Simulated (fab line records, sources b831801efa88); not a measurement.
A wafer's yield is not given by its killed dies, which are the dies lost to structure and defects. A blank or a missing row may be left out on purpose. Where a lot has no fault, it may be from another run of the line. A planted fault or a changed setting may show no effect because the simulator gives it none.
A lot that was struck, set against a sound lot	flow sky130	18 steps out of a route of 708
Sound: wafers L917.3, L917.5, L917.6. The struck wafers were L912.2, L912.3, L912.6. Last of all comes the cause.
Order at every step that has rows: each side's tool, ch and its chambers, its first start. Under that, the readings that differ: sound wafers	struck wafers	difference of the means	sigmas: that difference in standard deviations of wafers without a fault.
alike: words and numbers the same on both sides, and readings whose means are apart by under 2 such deviations; not compared: readings that were withheld, readings missing a value for some wafer, numbers with overlapping values and no deviation given by the record, and bounds like >300 which may hide the same value.
A row with sigmas, a row that says differs or no value, or rows on one side alone: a step with any of these is where the two part. Numbers that have no deviation but don't overlap get no sigmas and don't part them. A reading missing from all wafers of one side parts the sides only when that side holds two or more wafers.

first, 3 steps without rows for these wafers: SKY_VT_ADJUST_NCORE_EXPOSE_04 (exposes mask LVTN COMPLEMENT THIN, target cd 380 nm); SKY_VT_ADJUST_NCORE_PEB_05; SKY_VT_ADJUST_NCORE_DEVELOP_06 (develop time 60 s).
SKY_VT_ADJUST_NCORE_CD_MEAS_07: the cd target is 380 nm.
  struck on cd-sem-02, day 12 04:29; sound on cd-sem-02, day 13 10:44
reading	sound	struck	difference	sigmas
cd-nm (nm)	379.0 378.4 376.9	381.2 384.0 383.9	+4.9	+2
SKY_VT_ADJUST_NCORE_OVL_MEAS_08:
  struck on overlay-01, day 12 04:35; sound on overlay-02, day 13 10:50
  alike: VT_ADJUST_NCORE_OVL
after that, 1 step had no rows for these wafers: SKY_VT_ADJUST_NCORE_IMPLANT_09.
SKY_VT_ADJUST_NCORE_STRIP_10: strips in O2/N2.
  sound on plasma-asher-02 ch 0,1, day 13 11:02; struck on plasma-asher-04 ch 0,1, day 12 04:46
  alike: drypump-motor-current-A, o2-flow-sccm, oes-product-au, strip-time-to-endpoint-s
  not compared: rf-hours-counter-h
SKY_VT_ADJUST_NCORE_TW_MEAS_11:
  struck on film-metro-01, day 12 04:53; sound on film-metro-02, day 13 11:08
  alike: VT_ADJUST_NCORE_TW
then, 4 steps without rows for these wafers: SKY_VT_ADJUST_HVTR_DEHYDRATE_00 (time 60 s); SKY_VT_ADJUST_HVTR_HMDS_01 (prime time 60 s); SKY_VT_ADJUST_HVTR_COAT_02 (resist thk 1140 nm); SKY_VT_ADJUST_HVTR_SOFTBAKE_03 (time 60 s).
SKY_VT_ADJUST_HVTR_EXPOSE_04: exposes mask HVTRM, target cd 380 nm.
  sound on iline-stepper-02 ch 0, day 14 00:04; struck on iline-stepper-01 ch 0, day 12 17:02
reading	sound	struck	difference	sigmas
model.VT_ADJUST_HVTR.overlay-x-nm (nm)	-2.053 -2.053 -2.053	-87.52 -87.52 -87.52	-85.47	
  alike: mask, exposure-dose-mJ-cm2
then, 2 steps without rows for these wafers: SKY_VT_ADJUST_HVTR_PEB_05; SKY_VT_ADJUST_HVTR_DEVELOP_06 (develop time 60 s).
SKY_VT_ADJUST_HVTR_CD_MEAS_07: the cd target is 380 nm.
  struck on cd-sem-01, day 13 05:33; sound on cd-sem-02, day 14 13:01
  alike: cd-nm
SKY_VT_ADJUST_HVTR_OVL_MEAS_08:
  struck on overlay-02, day 13 05:52; sound on overlay-01, day 14 13:07
reading	sound	struck	difference	sigmas
VT_ADJUST_HVTR_OVL (nm)	-1.8 -1.7 -0.9	-89.3 -90.3 -89.3	-88.2	-68
  not compared: hold
after that, 1 step had no rows for these wafers: SKY_PAD_OPEN_PROBE_99.

## WHERE THEY PART
At SKY_VT_ADJUST_NCORE_CD_MEAS_07 first; at SKY_VT_ADJUST_HVTR_OVL_MEAS_08 last (within this record only).

WHY: what the simulator had put in
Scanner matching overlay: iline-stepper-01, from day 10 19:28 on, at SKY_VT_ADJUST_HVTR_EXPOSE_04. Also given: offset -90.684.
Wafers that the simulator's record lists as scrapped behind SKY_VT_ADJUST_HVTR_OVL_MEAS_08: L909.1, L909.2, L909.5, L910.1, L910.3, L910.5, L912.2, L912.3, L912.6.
